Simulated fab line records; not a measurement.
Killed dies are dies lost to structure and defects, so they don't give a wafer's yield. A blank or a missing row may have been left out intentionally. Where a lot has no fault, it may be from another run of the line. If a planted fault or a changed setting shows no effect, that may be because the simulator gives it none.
A lot that was struck, set against a sound lot -- flow sky130 -- 16 steps out of a route of 708
Sound: the wafers L732.1, L732.2, L732.5. Wafers struck: L736.3, L736.4, L736.5. The cause is named last.
At each step with rows: each side's tool, then ch and its chambers, then its first start. Under that, the readings that differ: sound wafers -- struck wafers -- difference of the means -- sigmas: that difference in standard deviations of wafers without a fault.
alike: words and numbers the same on both sides, and readings whose means are apart by under 2 such deviations; not compared: readings that were withheld, readings missing a value for some wafer, numbers with overlapping values and no deviation given by the record, and bounds like >300 which may hide the same value.
The two part at a step that has a row with sigmas, a row that says differs or no value, or rows on one side only. Numbers that have no deviation but don't overlap get no sigmas and don't part them. Lack of a reading on every wafer of one side parts them only where that side has two or more wafers.

first, 3 steps without rows for these wafers: SKY_METAL2_EXPOSE_12 (exposes mask MM2, target cd 140 nm); SKY_METAL2_PEB_13; SKY_METAL2_DEVELOP_14 (develop time 60 s).
SKY_METAL2_CD_MEAS_15: the cd target is 140 nm.
  sound on cd_sem-01 at day 34 23:14; struck on cd_sem-01 at day 36 17:40
  alike: cd_nm
SKY_METAL2_OVL_MEAS_16:
  sound on overlay-02 at day 34 23:22; struck on overlay-02 at day 36 17:45
  alike: METAL2_OVL
SKY_METAL2_DESCUM_17: chemistry O2, time 8 s.
  sound on rie_metal-02 ch 0,1, day 34 23:24; struck on rie_metal-04 ch 0,1, day 36 17:47
  alike: drypump_motor_current_A, oes_product_au, rf_fwd_power_W
  not compared: rf_hours_counter_h
SKY_METAL2_ETCH_18: etches BARC in N2/H2, stops on SiO2, time 45.9 s, target depth 60 nm.
  sound on rie_metal-02 ch 0,1, day 34 23:26; struck on rie_metal-04 ch 0,1, day 36 17:49
reading,sound,struck,difference,sigmas
rf_fwd_power_W (W),494.4 494.4 498.1,491.9 490.2 491.3,-4.5,-2
  alike: drypump_motor_current_A, oes_product_au, throttle_valve_pct
  not compared: rf_hours_counter_h
SKY_METAL2_METAL_ETCH_19: etches the open film in Cl2/BCl3, stops on SiO2, target depth 360 nm, time 78 s.
  sound on rie_metal-02 ch 0,1, day 34 23:29; struck on rie_metal-04 ch 0,1, day 36 17:54
reading,sound,struck,difference,sigmas
rf_fwd_power_W (W),899 895 891,889 888 886,-7,-2
  alike: drypump_motor_current_A, oes_product_au, throttle_valve_pct
  not compared: rf_hours_counter_h
SKY_METAL2_STRIP_20: strips in O2/N2.
  sound on plasma_asher-02 ch 0,1, day 34 23:35; struck on plasma_asher-04 ch 0,1, day 36 17:59
  alike: drypump_motor_current_A, oes_product_au, strip_time_to_endpoint_s
  not compared: rf_hours_counter_h
then, 3 steps without rows for these wafers: SKY_METAL2_STRIP_21 (strips in post etch residue remover, time 1200 s); SKY_METAL2_CLEAN_22 (cleans in IPA, time 180 s); SKY_METAL2_CLEAN_23 (cleans in O3/DIW).
SKY_VIA2_HDPCVD_00: deposits SiO2, target thk 1180 nm, time 196.7 s.
  sound on hdpcvd-01 ch 0,1, day 35 00:11; struck on hdpcvd-02 ch 1,2, day 36 18:51
  alike: pressure_mtorr
SKY_VIA2_THK_MEAS_01:
  sound on film_metro-03 at day 35 00:19; struck on film_metro-02 at day 36 18:59
reading,sound,struck,difference,sigmas
VIA2_HDPCVD_THK (nm),1179 1179 1194,2359 2342 2329,+1159,+97
SKY_VIA2_CMP_02: polishes SiO2.
  sound on cmp-02 ch 0,2,3, day 35 00:22; struck on cmp-02 ch 0,1,3, day 36 19:05
  alike: motor_current_A
-- the record jumps here: 10 days lie between the struck wafers' starts before and after (it left off in module VIA2 and takes up again in module PAD_OPEN, whose first step shown is number 708 of the route) --
SKY_PAD_OPEN_PROBE_99:
  record: rows for the struck wafers here (prober-01, day 47 01:14), none for the sound ones

== WHERE THEY PART ==
First at SKY_METAL2_ETCH_18; last, within this record, at SKY_PAD_OPEN_PROBE_99.

WHY: what the simulator had put in
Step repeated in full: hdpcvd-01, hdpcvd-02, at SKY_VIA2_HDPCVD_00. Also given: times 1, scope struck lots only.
